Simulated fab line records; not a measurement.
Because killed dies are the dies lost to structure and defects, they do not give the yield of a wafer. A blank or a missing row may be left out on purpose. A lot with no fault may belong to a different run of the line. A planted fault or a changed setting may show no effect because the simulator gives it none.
The tool behind it: which one? -- flow gf180mcu -- 6 lots with 16 wafers sampled at 5 steps, on a route of 602 steps

WHAT THE GAUGES READ, wafer by wafer
GF_M2_CD_MEAS_14: target cd 280 nm.
lot,measured,on,cd nm (nm)
L368,day 19 20:02,cd sem-02,280.3 279.1 279.7
L372,day 21 04:58,cd sem-02,279.3 279.2 279.0
L376,day 22 15:53,cd sem-01,281.0 281.9 281.1
L378,day 23 08:36,cd sem-01,279.8 279.9 279.0
L383,day 25 02:58,cd sem-02,243.6 277.6
L385,day 25 17:53,cd sem-01,244.7 278.9

WHAT TOOL EACH LOT RAN ON (gives the tool, then ch and the chambers of the sampled wafers, and finally the start)
lot,GF_M1_SPUTTER_01,GF_M2_SPUTTER_01,GF_M2_SPUTTER_03,GF_M2_EXPOSE_11
L368,"pvd sputter-01, day 16 18:27","pvd sputter-03, day 18 19:56","pvd sputter-03, day 18 19:59","krf scanner-02 ch 0, day 19 07:56"
L372,"pvd sputter-01, day 18 00:16","pvd sputter-04, day 20 04:35","pvd sputter-04, day 20 04:38","krf scanner-01 ch 0, day 20 17:16"
L376,"pvd sputter-04, day 19 13:28","pvd sputter-03, day 21 15:56","pvd sputter-03, day 21 15:59","krf scanner-01 ch 0, day 22 04:17"
L378,"pvd sputter-04, day 20 07:17","pvd sputter-02, day 22 09:52","pvd sputter-02, day 22 09:56","krf scanner-02 ch 0, day 22 21:42"
L383,"pvd sputter-02, day 22 03:58","pvd sputter-03, day 24 05:02","pvd sputter-03, day 24 05:05","krf scanner-01 ch 0, day 24 16:46"
L385,"pvd sputter-04, day 22 21:10","pvd sputter-04, day 24 20:35","pvd sputter-04, day 24 20:39","krf scanner-01 ch 0, day 25 07:17"
- GF_M1_SPUTTER_01: material TiN, target thk 30 nm, time 25 s.
- GF_M2_SPUTTER_01: material TiN, target thk 30 nm, time 25 s.
- GF_M2_SPUTTER_03: material Ti, target thk 10 nm, time 6.7 s.
- GF_M2_EXPOSE_11: exposes mask Metal2, target cd 280 nm.

THE ANSWER, worked out from the rows above alone
Rule: what is usual is taken from the lots themselves. Put in order of their means at a reading, lots are off if they are a third of the lots or fewer, leave a main group of 4 or more, and stand apart from it by a gap of 3 or more times the standard deviation of the main group's means; of several such gaps the widest counts. Not used: any main group whose means are identical at the precision the tables above print for the reading. A lot without any number at a reading at which 4 lots or more have one is off too. Any other lot the step has rows for is counted as sound.
Off, at GF_M2_CD_MEAS_14 on cd nm: L383, L385. The main group has a mean of 279.9 nm with a standard deviation of 0.83.
A tool fits if, at a process step before that reading, it ran every lot that is off, and no sound lot after the first of them. The gauges at GF_M2_CD_MEAS_14 are tried like those tools. One fits: krf scanner-01 at GF_M2_EXPOSE_11. A fault onset in the window from L376 (day 22 04:17, its last sound lot) to L383 (day 24 16:46, its first lot off) fits.

WHAT THE SIMULATOR PUT IN
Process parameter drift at GF_M2_EXPOSE_11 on krf scanner-01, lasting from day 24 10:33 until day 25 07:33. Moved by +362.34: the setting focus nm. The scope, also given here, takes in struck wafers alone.
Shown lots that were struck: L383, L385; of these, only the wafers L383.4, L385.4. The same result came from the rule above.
